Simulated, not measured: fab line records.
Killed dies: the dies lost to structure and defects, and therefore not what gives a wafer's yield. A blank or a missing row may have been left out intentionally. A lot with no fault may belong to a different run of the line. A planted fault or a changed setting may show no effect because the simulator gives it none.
The tool behind it: which one? ; flow sky130 ; 7 lots, 21 wafers sampled, at 4 steps of a route of 708

== WHAT THE GAUGES READ, wafer by wafer ==
SKY_METAL5_RS_MEAS_05: uses a four-point probe to measure.
lot;measured;on;METAL5_ALCU_RS (ohm/sq)
L574;day 43 14:28;film_metro-03;0.0269 0.0273 0.0268
L578;day 44 19:02;film_metro-04;0.0273 0.0273 0.0275
L580;day 45 09:25;film_metro-04;0.0272 0.0269 0.0270
L583;day 46 00:48;film_metro-03;0.0272 0.0270 0.0267
L585;day 46 13:48;film_metro-03;8.7066 8.7024 8.7039
L587;day 47 08:57;film_metro-03;0.0269 0.0270 0.0273
L594;day 48 19:42;film_metro-04;0.0276 0.0271 0.0274

== WHICH TOOL RAN EACH LOT (tool, then ch and the chambers of the sampled wafers, then the start) ==
lot;SKY_METAL4_SPUTTER_02;SKY_VIA4_STRIP_13;SKY_METAL5_SPUTTER_02
L574;pvd_sputter-04, day 40 11:41;plasma_asher-03 ch 0,1, day 43 12:56;pvd_sputter-01, day 43 14:21
L578;pvd_sputter-01, day 41 18:58;plasma_asher-04 ch 0,1, day 44 17:34;pvd_sputter-04, day 44 18:53
L580;pvd_sputter-03, day 42 10:39;plasma_asher-04 ch 0,1, day 45 07:58;pvd_sputter-04, day 45 09:18
L583;pvd_sputter-01, day 43 04:14;plasma_asher-04 ch 0,1, day 45 23:20;pvd_sputter-01, day 46 00:41
L585;pvd_sputter-01, day 43 17:31;plasma_asher-01 ch 0, day 46 12:20;pvd_sputter-01, day 46 13:41
L587;pvd_sputter-01, day 44 15:14;plasma_asher-04 ch 0,1, day 47 07:26;pvd_sputter-04, day 47 08:47
L594;pvd_sputter-03, day 46 03:20;plasma_asher-04 ch 0,1, day 48 17:49;pvd_sputter-04, day 48 19:35
- SKY_METAL4_SPUTTER_02: material AlCu, target thk 735 nm, time 39.1 s.
- SKY_VIA4_STRIP_13: strips in O2/N2.
- SKY_METAL5_SPUTTER_02: material AlCu, target thk 1150 nm, time 61.2 s.

== THE ANSWER, worked out from the rows above alone ==
Rule: usual is defined by the lots themselves. The widest of any qualifying gaps counts: lots, ordered by their means at a reading, are off when they make up no more than a third of the lots, leave a main group of 4 or more, and stand apart from it by 3 or more times the standard deviation of that group's means. The tables above print the reading to a certain number of digits; a main group whose means all agree to those digits is not used. A lot without any number at a reading at which 4 lots or more have one is off too. All remaining lots with rows at the step are treated as sound.
Off: L585, seen at SKY_METAL5_RS_MEAS_05 (METAL5_ALCU_RS). Main group: mean 0.0271 ohm/sq, sd 0.00017.
A tool fits if, at a process step before that reading, it ran every lot that is off, and no sound lot after the first of them. Gauges at SKY_METAL5_RS_MEAS_05: tried the same way as those tools. Can't be told from this: 2 tools fit, plasma_asher-01 at SKY_VIA4_STRIP_13, pvd_sputter-01 at SKY_METAL5_SPUTTER_02.

== WHAT THE SIMULATOR PUT IN ==
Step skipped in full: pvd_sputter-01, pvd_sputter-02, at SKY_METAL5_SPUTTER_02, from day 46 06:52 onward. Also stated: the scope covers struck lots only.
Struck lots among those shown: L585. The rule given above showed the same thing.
